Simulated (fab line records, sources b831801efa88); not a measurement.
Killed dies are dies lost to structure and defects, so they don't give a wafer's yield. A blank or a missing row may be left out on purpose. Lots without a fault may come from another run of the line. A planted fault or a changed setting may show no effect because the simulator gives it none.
fab line records | flow sky130
record lots=6 wafers=18 last_day=50
route steps=708 shown VIA2@509
lots that met no fault: from a run of the same line without faults
start_h: hours from the record's first day to the start of the lot's first wafer shown | wait_h: hours since the lot's step before | " the same as in the row above | L1.1+2: a row that stands for several wafers | - no value, or no start given | * or withheld: withheld | < > ~ a bound
route shown NAME@n: a module of which the file shows steps, and the number in the route of the first | usual: mean/standard deviation of fault-free wafers | same: alike in all rows | chamber/n: place in a boat | sites: the reading at each site | _std_site: their standard deviation | _edge_site: outer sites' mean less inner sites' | radius_mm: how far each site lies from the wafer's centre | mask NAME#n: copy n | behind: the tool/chamber that last shaped the wafer | hold: why the lot was held/for how many hours/how that ended | device: the transistor (n, p or np) that didn't switch | end of line: the same wafers' tests at the end of the route | a step without rows: its recipe alone | killed: dies lost to structure and defects at the first sort, not the wafer's yield | map: a wafer's dies, x killed, . not, _ none there
set.NAME: the setting as run; set.NAME@STEP: as run at that earlier step | model.NAME: the simulator's own value behind a step, which no gauge read
lots at some steps of the route; a table a step, a row a wafer
services: from which hour (start_h, from the record's first day; less than 0 if before it) a tool's chamber was out of use, for how many hours, and why
## steps
# step SKY_VIA2_CMP_02
# recipe material=SiO2 down_force_psi=4 platen_rpm=60 pad_velocity_m_s=0.94248
# usual motor_current_A=12.5/1.1 retaining_ring_pressure_frac=1.000/0.0052
# columns lot.wafer tool chamber start_h wait_h motor_current_A retaining_ring_pressure_frac
L503.2 cmp-01 0 824.58 0.1 12.0 0.999
L503.4 " 1 " " 12.3 1.002
L503.5 " 2 " " 11.7 1.002
L506.4 cmp-02 1 851.07 0.0 13.6 1.004
L506.3 " 0 " " 13.1 0.999
L506.6 " 1 " " 13.6 1.003
L517.2 cmp-01 2 936.06 5.3 11.9 0.998
L517.1 " 3 " " 13.6 0.992
L517.4 " 0 " " 12.6 0.993
L518.4 cmp-01 3 940.19 0.1 14.4 1.009
L518.3 " 1 " " 12.8 0.996
L518.5 " 3 " " 14.0 1.009
L519.1 cmp-01 3 944.22 0.1 13.4 1.001
L519.4 " 0 " " 11.7 1.009
L519.5 " 3 " " 13.6 1.012
L526.1 cmp-02 2 992.38 1.0 10.3 1.005
L526.5 " 2 " " 9.9 1.009
L526.6 " 3 " " 12.5 0.990
# step SKY_VIA2_BOW_MEAS_03
# recipe mode=bow
# usual VIA2_BOW=89/7.6
# columns lot.wafer tool chamber start_h wait_h VIA2_BOW[um]
L503.2 film_metro-04 - 824.80 0.2 93
L503.4 " - " " 93
L503.5 " - " " 82
L506.3 film_metro-03 - 851.41 0.1 103
L506.4 " - " " 92
L506.6 " - " " 87
L517.1 film_metro-02 - 936.31 0.1 90
L517.2 " - " " 100
L517.4 " - " " 92
L518.3 film_metro-02 - 940.48 0.1 72
L518.4 " - " " 89
L518.5 " - " " 89
L519.1 film_metro-02 - 944.52 0.2 102
L519.4 " - " " 92
L519.5 " - " " 92
L526.1 film_metro-02 - 992.70 0.3 103
L526.5 " - " " 91
L526.6 " - " " 94
# step SKY_VIA2_DEHYDRATE_04
# recipe temp_c=200 time_s=60
# step SKY_VIA2_HMDS_05
# recipe prime_time_s=60 prime_temp_c=120
# step SKY_VIA2_COAT_06
# recipe resist=BARC temp_c=withheld time_s=withheld spin_rpm=3000 resist_thk_nm=60
# step SKY_VIA2_COAT_07
# recipe resist=KrF-thick spin_rpm=3000 resist_thk_nm=450
# step SKY_VIA2_SOFTBAKE_08
# recipe temp_c=100 time_s=90 resist=KrF-thick
# step SKY_VIA2_EXPOSE_09
# recipe mask_id=VIM2 na=0.8 source_shape=annular sigma_inner=0.55 sigma_outer=0.85 target_cd_nm=200 dose_mj=38
# step SKY_VIA2_PEB_10
# recipe peb_temp_c=withheld peb_time_s=withheld resist=KrF-thick
# step SKY_VIA2_DEVELOP_11
# recipe develop_time_s=62.84 resist=KrF-thick dev_temp_c=21
# step SKY_VIA2_CD_MEAS_12
# recipe target_cd_nm=200
# usual cd_nm=200.2/1.2
# columns lot.wafer tool chamber start_h wait_h cd_nm
L503.2 cd_sem-01 - 850.74 - 200.8
L503.4 " - " " 199.2
L503.5 " - " " 200.8
L506.3 cd_sem-01 - 877.36 - 199.8
L506.4 " - " " 200.1
L506.6 " - " " 200.3
L517.1 cd_sem-02 - 960.12 - 200.3
L517.2 " - " " 199.7
L517.4 " - " " 200.5
L518.3 cd_sem-02 - 964.51 - 200.2
L518.4 " - " " 200.7
L518.5 " - " " 200.3
L519.1 cd_sem-01 - 968.52 - 198.4
L519.4 " - " " 199.0
L519.5 " - " " 200.6
L526.1 cd_sem-01 - 1014.97 - 197.2
L526.5 " - " " 198.4
L526.6 " - " " 199.3
# step SKY_VIA2_OVL_MEAS_13
# usual VIA2_OVL=0/6.3
# columns lot.wafer tool chamber start_h wait_h VIA2_OVL[nm]
L503.2 overlay-02 - 850.85 0.1 -7
L503.4 " - " " 0
L503.5 " - " " 6
L506.3 overlay-02 - 877.45 0.1 0
L506.4 " - " " -1
L506.6 " - " " -8
L517.1 overlay-02 - 960.24 0.1 -2
L517.2 " - " " -3
L517.4 " - " " 5
L518.3 overlay-02 - 964.60 0.1 -3
L518.4 " - " " 5
L518.5 " - " " 0
L519.1 overlay-02 - 968.64 0.1 -10
L519.4 " - " " -5
L519.5 " - " " -8
L526.1 overlay-02 - 1015.09 0.1 12
L526.5 " - " " 6
L526.6 " - " " 0
# step SKY_VIA2_ETCH_14
# recipe chemistry=N2/H2 target=BARC ion_energy_ev=200 source_w=500 bias_w=100 pressure_mtorr=30 n2_flow_sccm=100 h2_flow_sccm=200 stop_on=SiO2 time_s=45.9 target_depth_a=600
# usual drypump_motor_current_A=5.6/0.4 oes_product_au=0.855/0.0046 run_length_s=74.4/0.36 throttle_valve_pct=13.224/0.0088
# columns lot.wafer tool chamber start_h wait_h drypump_motor_current_A oes_product_au rf_hours_counter_h run_length_s throttle_valve_pct model.KrF-thick_of_VIA2_COAT_07.thk_nm model.VIA2.cd_nm
L503.2 rie_diel-02 2 850.88 0.0 5.7 0.851 10 74.5 13.221 393 201.5
L503.4 " 1 " " 5.0 0.850 17 74.5 13.240 393.4 199.4
L503.5 " 1 " " 5.0 0.856 - 74.5 13.213 393.1 200.7
L506.3 rie_diel-03 3 877.47 0.0 5.3 0.865 5 75.0 13.224 393.1 199.3
L506.4 " 1 " " 6.2 0.861 14 74.9 13.212 391.4 200.1
L506.6 " 0 " " 5.7 0.856 - 74.2 13.224 392.5 199.5
L517.1 rie_diel-03 3 960.28 0.0 5.3 0.768 7 85.7 13.222 380.7 202.4
L517.2 " 1 " " 6.2 0.767 17 85.1 13.221 378.7 202.4
L517.4 " 2 " " 5.7 0.761 6 85.9 13.226 378.5 202.1
L518.3 rie_diel-02 0 964.62 0.0 6.4 0.848 13 74.5 13.229 391.7 200.3
L518.4 " 3 " " 5.4 0.854 24 73.7 13.218 391.8 199.2
L518.5 " 1 " " 5.0 0.856 - 74.3 13.230 390.3 200.5
L519.1 rie_diel-03 2 968.67 0.0 5.7 0.762 7 85.6 13.219 381.7 199.8
L519.4 " 0 " " 5.7 0.769 15 85.4 13.206 383.9 201.1
L519.5 " 2 " " 5.7 0.759 - 85.8 13.220 380.5 202.5
L526.1 rie_diel-04 3 1015.13 0.0 5.3 0.848 26 73.8 13.216 394.1 197.7
L526.5 " 1 " " 5.1 0.862 - 74.3 13.238 395.4 198.4
L526.6 " 2 " " 5.8 0.858 - 74.2 13.221 395 199.7
# step SKY_VIA2_ETCH_15
# recipe target=SiO2 chemistry=C4F8/O2/Ar target_depth_nm=546 stop_on=TiN mask_material=KrF-thick source_w=1500 bias_w=1200 pressure_mtorr=40 c4f8_flow_sccm=withheld O2_flow_sccm=6 Ar_flow_sccm=300 time_s=84
# usual oes_product_au=0.940/0.0049 run_length_s=112.5/0.34
# columns lot.wafer tool chamber start_h wait_h oes_product_au rf_hours_counter_h run_length_s model.KrF-thick_of_VIA2_COAT_07.thk_nm
L503.2 rie_diel-02 2 850.92 0.0 0.943 10 112.6 281.5
L503.4 " 1 " " 0.951 17 112.8 280.5
L503.5 " 1 " " 0.945 - 112.6 281.2
L506.3 rie_diel-03 3 877.52 0.0 0.941 5 113.0 283.1
L506.4 " 1 " " 0.932 14 112.5 280.7
L506.6 " 0 " " 0.938 - 112.7 283.4
L517.1 rie_diel-03 3 960.32 0.0 0.936 7 113.2 272.3
L517.2 " 1 " " 0.934 17 112.8 269
L517.4 " 2 " " 0.946 6 112.7 267.4
L518.3 rie_diel-02 0 964.67 0.0 0.936 13 112.3 279.7
L518.4 " 3 " " 0.943 24 112.1 282.4
L518.5 " 1 " " 0.949 - 112.3 279.6
L519.1 rie_diel-03 2 968.72 0.0 0.936 7 112.7 270.3
L519.4 " 0 " " 0.936 15 112.3 275.4
L519.5 " 2 " " 0.931 - 112.7 270.5
L526.1 rie_diel-04 3 1015.17 0.0 0.944 26 112.2 286.6
L526.5 " 1 " " 0.941 - 112.3 289
L526.6 " 2 " " 0.947 - 112.2 285.5
# step SKY_VIA2_STRIP_16
# recipe chemistry=O2/N2 power_w=1400 pressure_mtorr=1500 platen_temp_c=withheld o2_flow_sccm=3000 n2_flow_sccm=300 overash_fraction=0.5
# usual drypump_motor_current_A=5.7/0.57 oes_product_au=0.398/0.0045 strip_time_to_endpoint_s=4.040/0.027
# columns lot.wafer tool chamber start_h wait_h drypump_motor_current_A oes_product_au rf_hours_counter_h strip_time_to_endpoint_s
L503.2 plasma_asher-04 1 850.98 0.0 5.3 0.409 68 4.015
L503.4 " 1 " " 5.3 0.396 - 4.023
L503.5 " 1 " " 5.3 0.407 - 4.044
L506.3 plasma_asher-03 0 877.61 0.1 6.0 0.395 - 4.034
L506.4 " 1 " " 5.9 0.394 - 4.032
L506.6 " 1 " " 5.9 0.397 - 4.070
L517.1 plasma_asher-02 0 960.38 0.0 4.9 0.393 53 3.924
L517.2 " 1 " " 5.6 0.387 53 3.893
L517.4 " 1 " " 5.6 0.396 - 3.873
L518.3 plasma_asher-02 1 964.76 0.1 5.5 0.398 - 4.001
L518.4 " 0 " " 4.9 0.399 - 4.033
L518.5 " 1 " " 5.5 0.400 - 3.993
L519.1 plasma_asher-04 0 968.78 0.0 6.6 0.393 81 3.906
L519.4 " 0 " " 6.6 0.395 - 3.969
L519.5 " 1 " " 5.2 0.389 - 3.902
L526.1 plasma_asher-03 1 1015.23 0.0 6.0 0.394 24 4.074
L526.5 " 0 " " 6.0 0.398 - 4.119
L526.6 " 1 " " 5.9 0.400 - 4.076
# step SKY_VIA2_STRIP_17
# recipe chemistry=post_etch_residue_remover time_s=1200 temp_c=72.5
## services
# columns tool chamber start_h hours kind
cmp-01 - 806.47 1.4 repair
rie_diel-03 0 815.07 3.9 repair
rie_diel-02 2 818.28 4.8 repair
rie_diel-04 1 832.15 3.6 repair
rie_diel-04 3 832.53 5.7 repair
cmp-01 - 843.55 3.4 repair
plasma_asher-02 - 862.68 0.5 repair
plasma_asher-03 - 863.12 4.8 repair
rie_diel-02 3 890.81 4.0 repair
rie_diel-04 2 900.20 23.7 repair
cmp-02 - 914.81 5.0 pm
rie_diel-02 - 918.76 2.8 pm
cmp-01 - 920.84 4.0 pm
cmp-01 - 924.84 - consumable_replace:conditioner
cmp-02 - 924.84 12.0 pm
cmp-01 - 929.32 5.5 repair
plasma_asher-03 - 929.57 1.3 repair
plasma_asher-03 - 943.15 31.8 pm
cmp-01 - 961.95 1.5 repair
rie_diel-02 2 971.74 6.4 repair
cmp-01 - 977.06 7.3 pm
cmp-02 - 997.86 1.8 repair
rie_diel-04 2 999.28 11.2 repair
rie_diel-02 0 1003.80 63.2 repair
## key
first_sign step=SKY_VIA2_ETCH_14 reading=run_length_s direction=up sigmas=31 usual=* struck=*
effect step=SKY_VIA2_ETCH_14 reading=oes_product_au direction=down sigmas=20 usual=0.855 struck=0.764
effect step=SKY_VIA2_STRIP_16 reading=strip_time_to_endpoint_s direction=down sigmas=4.7 usual=* struck=*
model_effect step=SKY_VIA2_ETCH_14 value=KrF-thick_of_VIA2_COAT_07.thk_nm without=391.1 struck=380.7
model_effect step=SKY_VIA2_ETCH_15 value=KrF-thick_of_VIA2_COAT_07.thk_nm without=281.2 struck=270.8
met_at SKY_VIA2_ETCH_14
struck_wafers L517.1,L517.2,L517.4,L519.1,L519.4,L519.5
sort_left_out L517.1,L517.2,L517.4
onset_between 877.47 960.28
fault kind=process_parameter_drift tool=rie_diel-03 chamber=- onset_h=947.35 steps=SKY_VIA2_ETCH_14 channel=time_s offset=* shape=step end_h=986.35 acts_in=* stated=*
# sort_left_out: the simulated sort isn't trusted on such a fault, so these wafers' sort isn't shown, and their yield isn't known
